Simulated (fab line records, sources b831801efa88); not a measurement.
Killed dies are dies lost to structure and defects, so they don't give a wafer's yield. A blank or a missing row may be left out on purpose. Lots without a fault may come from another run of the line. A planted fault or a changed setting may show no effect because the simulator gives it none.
fab line records | flow sky130
record lots=10 wafers=30 last_day=49
route steps=708 shown POLY_CUT@312 SD_P@331 RES_XHIGH@341
lots that met no fault: from a run of the same line without faults
start_h: hours from the record's first day to the start of the lot's first wafer shown | wait_h: hours since the lot's step before | " the same as in the row above | L1.1+2: a row that stands for several wafers | - no value, or no start given | * or withheld: withheld | < > ~ a bound
route shown NAME@n: a module of which the file shows steps, and the number in the route of the first | usual: mean/standard deviation of fault-free wafers | same: alike in all rows | chamber/n: place in a boat | sites: the reading at each site | _std_site: their standard deviation | _edge_site: outer sites' mean less inner sites' | radius_mm: how far each site lies from the wafer's centre | mask NAME#n: copy n | behind: the tool/chamber that last shaped the wafer | hold: why the lot was held/for how many hours/how that ended | device: the transistor (n, p or np) that didn't switch | end of line: the same wafers' tests at the end of the route | a step without rows: its recipe alone | killed: dies lost to structure and defects at the first sort, not the wafer's yield | map: a wafer's dies, x killed, . not, _ none there
set.NAME: the setting as run; set.NAME@STEP: as run at that earlier step | model.NAME: the simulator's own value behind a step, which no gauge read
steps of the route over a sample of lots; a table a step, a row a wafer
services: from which hour (start_h, from the record's first day; less than 0 if before it) a tool's chamber was out of use, for how many hours, and why
## steps
# step SKY_POLY_CUT_EXPOSE_05
# recipe mask_id=NPCM na=0.8 source_shape=annular sigma_inner=0.55 sigma_outer=0.85 target_cd_nm=270 dose_mj=32
# usual exposure_dose_mJ_cm2=32.002/0.027
# columns lot.wafer tool chamber start_h wait_h mask exposure_dose_mJ_cm2
L421.1 krf_scanner-01 0 541.56 - NPCM#0 32.015
L421.2 " 0 " " NPCM#0 32.012
L421.4 " 0 " " NPCM#0 32.022
L422.2 krf_scanner-01 0 550.07 - NPCM#0 31.987
L422.4 " 0 " " NPCM#0 31.967
L422.5 " 0 " " NPCM#0 31.989
L423.1 krf_scanner-02 0 552.38 - NPCM#0 31.998
L423.3 " 0 " " NPCM#0 31.972
L423.5 " 0 " " NPCM#0 32.014
L424.2 krf_scanner-02 0 563.05 - NPCM#0 32.008
L424.4 " 0 " " NPCM#0 32.007
L424.5 " 0 " " NPCM#0 31.988
L425.2 krf_scanner-01 0 569.45 - NPCM#0 32.004
L425.3 " 0 " " NPCM#0 32.006
L425.6 " 0 " " NPCM#0 31.972
L435.2 krf_scanner-01 0 681.28 - NPCM#0 32.203
L435.5 " 0 " " NPCM#0 32.162
L435.6 " 0 " " NPCM#0 32.210
L437.1 krf_scanner-02 0 687.53 - NPCM#0 32.019
L437.4 " 0 " " NPCM#0 32.005
L437.5 " 0 " " NPCM#0 32.021
L438.2 krf_scanner-02 0 689.67 - NPCM#0 32.022
L438.3 " 0 " " NPCM#0 31.964
L438.5 " 0 " " NPCM#0 31.978
L439.1 krf_scanner-02 0 695.26 - NPCM#0 31.966
L439.3 " 0 " " NPCM#0 31.943
L439.5 " 0 " " NPCM#0 31.946
L441.1 krf_scanner-02 0 704.13 - NPCM#0 32.021
L441.3 " 0 " " NPCM#0 31.995
L441.4 " 0 " " NPCM#0 31.993
# step SKY_POLY_CUT_CD_MEAS_08
# recipe target_cd_nm=270
# usual cd_nm=269.7/1.4
# columns lot.wafer tool chamber start_h wait_h cd_nm
L421.1 cd_sem-01 - 556.65 - 268.9
L421.2 " - " " 271.4
L421.4 " - " " 269.5
L422.2 cd_sem-02 - 564.62 - 270.3
L422.4 " - " " 269.9
L422.5 " - " " 270.1
L423.1 cd_sem-02 - 567.40 - 267.3
L423.3 " - " " 267.9
L423.5 " - " " 267.6
L424.2 cd_sem-02 - 578.05 - 270.4
L424.4 " - " " 269.2
L424.5 " - " " 270.4
L425.2 cd_sem-02 - 583.83 - 266.7
L425.3 " - " " 266.6
L425.6 " - " " 268.1
L435.2 cd_sem-01 - 695.22 - 263.1
L435.5 " - " " 264.7
L435.6 " - " " 265.4
L437.1 cd_sem-02 - 701.70 - 268.3
L437.4 " - " " 269.6
L437.5 " - " " 268.5
L438.2 cd_sem-01 - 703.22 - 270.3
L438.3 " - " " 271.1
L438.5 " - " " 270.5
L439.1 cd_sem-02 - 708.66 - 271.0
L439.3 " - " " 270.2
L439.5 " - " " 269.7
L441.1 cd_sem-02 - 717.80 - 271.0
L441.3 " - " " 270.7
L441.4 " - " " 272.2
# step SKY_SD_P_TW_MEAS_11
# usual SD_P_TW=2816/41
# columns lot.wafer tool chamber start_h wait_h SD_P_TW
L421.1 film_metro-04 - 586.71 0.1 2764
L421.2 " - " " 2754
L421.4 " - " " 2767
L422.2 film_metro-04 - 594.20 0.1 2767
L422.4 " - " " 2753
L422.5 " - " " 2767
L423.1 film_metro-01 - 596.84 0.1 2842
L423.3 " - " " 2836
L423.5 " - " " 2829
L424.2 film_metro-03 - 607.52 0.1 2839
L424.4 " - " " 2848
L424.5 " - " " 2849
L425.2 film_metro-04 - 613.62 0.1 2772
L425.3 " - " " 2783
L425.6 " - " " 2764
L435.2 film_metro-01 - 722.90 0.1 2825
L435.5 " - " " 2832
L435.6 " - " " 2833
L437.1 film_metro-04 - 729.69 0.1 2767
L437.4 " - " " 2756
L437.5 " - " " 2777
L438.2 film_metro-01 - 731.15 0.1 2841
L438.3 " - " " 2850
L438.5 " - " " 2855
L439.1 film_metro-03 - 736.11 0.1 2843
L439.3 " - " " 2837
L439.5 " - " " 2856
L441.1 film_metro-01 - 745.97 0.1 2833
L441.3 " - " " 2830
L441.4 " - " " 2850
# step SKY_RES_XHIGH_TW_MEAS_09
# usual RES_XHIGH_TW=1624/24
# columns lot.wafer tool chamber start_h wait_h RES_XHIGH_TW
L421.1 film_metro-01 - 615.83 0.1 1648
L421.2 " - " " 1646
L421.4 " - " " 1652
L422.2 film_metro-04 - 622.89 0.1 1599
L422.4 " - " " 1613
L422.5 " - " " 1614
L423.1 film_metro-01 - 625.68 0.1 1643
L423.3 " - " " 1642
L423.5 " - " " 1636
L424.2 film_metro-04 - 636.51 0.1 1598
L424.4 " - " " 1600
L424.5 " - " " 1605
L425.2 film_metro-04 - 642.59 0.1 1607
L425.3 " - " " 1601
L425.6 " - " " 1606
L435.2 film_metro-04 - 750.65 0.1 1599
L435.5 " - " " 1592
L435.6 " - " " 1606
L437.1 film_metro-04 - 757.23 0.1 1602
L437.4 " - " " 1591
L437.5 " - " " 1605
L438.2 film_metro-03 - 758.60 0.1 1677
L438.3 " - " " 1669
L438.5 " - " " 1669
L439.1 film_metro-01 - 763.43 0.1 1648
L439.3 " - " " 1646
L439.5 " - " " 1648
L441.1 film_metro-04 - 773.08 0.1 1599
L441.3 " - " " 1597
L441.4 " - " " 1599
# step SKY_SD_N_RS_MEAS_18
# recipe thk_meas_gauge=four-point-probe
# usual RES_XHIGH_RS=333.3/1.2
# columns lot.wafer tool chamber start_h wait_h RES_XHIGH_RS[ohm/sq]
L421.1 film_metro-03 - 646.51 0.1 333.0
L421.2 " - " " 332.6
L421.4 " - " " 332.7
L422.2 film_metro-01 - 652.21 0.1 333.7
L422.4 " - " " 333.9
L422.5 " - " " 333.8
L423.1 film_metro-04 - 655.24 0.1 333.2
L423.3 " - " " 334.2
L423.5 " - " " 334.5
L424.2 film_metro-01 - 665.63 0.1 335.9
L424.4 " - " " 335.3
L424.5 " - " " 335.0
L425.2 film_metro-03 - 672.13 0.1 332.0
L425.3 " - " " 333.3
L425.6 " - " " 333.1
L435.2 film_metro-04 - 777.74 0.1 334.5
L435.5 " - " " 333.4
L435.6 " - " " 335.2
L437.1 film_metro-01 - 784.56 0.1 332.6
L437.4 " - " " 333.6
L437.5 " - " " 332.8
L438.2 film_metro-03 - 786.26 0.1 332.0
L438.3 " - " " 332.8
L438.5 " - " " 332.4
L439.1 film_metro-03 - 790.15 0.1 333.4
L439.3 " - " " 334.5
L439.5 " - " " 334.7
L441.1 film_metro-03 - 800.81 0.1 335.0
L441.3 " - " " 335.0
L441.4 " - " " 334.4
## services
# columns tool chamber start_h hours kind
krf_scanner-01 - 528.96 0.3 repair
krf_scanner-01 - 551.60 0.8 repair
krf_scanner-02 - 575.56 0.8 pm
krf_scanner-01 - 582.55 0.8 pm
krf_scanner-02 - 593.32 1.0 pm
krf_scanner-02 - 605.79 1.3 pm
krf_scanner-01 - 612.30 1.0 pm
krf_scanner-02 - 641.94 0.4 repair
krf_scanner-01 - 643.86 1.3 pm
krf_scanner-01 - 672.89 4.4 pm
krf_scanner-01 - 693.40 0.9 repair
## key
first_sign step=SKY_POLY_CUT_EXPOSE_05 reading=exposure_dose_mJ_cm2 direction=up sigmas=7 usual=* struck=*
effect step=SKY_POLY_CUT_CD_MEAS_08 reading=cd_nm direction=down sigmas=3.8 usual=269.7 struck=264.4 through=control_loop
met_at SKY_POLY_CUT_EXPOSE_05
struck_lots L435
tester_left_out L435
loop_trim step=SKY_POLY_CUT_EXPOSE_05 setting=dose lots=L435
not_acting_at SKY_SD_P_TW_MEAS_11,SKY_RES_XHIGH_TW_MEAS_09,SKY_SD_N_RS_MEAS_18
onset_between 569.45 681.28
fault kind=process_parameter_drift tool=krf_scanner-01 chamber=- onset_h=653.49 steps=SKY_POLY_CUT_EXPOSE_05 channel=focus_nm offset=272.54 spread_by_wafer=0.3 shape=step end_h=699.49
# tester_left_out: of these lots the tester's yield and bins aren't shown, on N5 and GAA mostly nor the transistor test; their killed dies are dies lost to structure and defects alone, not to doping, threshold or leakage, so they don't give the yield
# loop_trim: a control loop set the setting to another value than it would have without faults
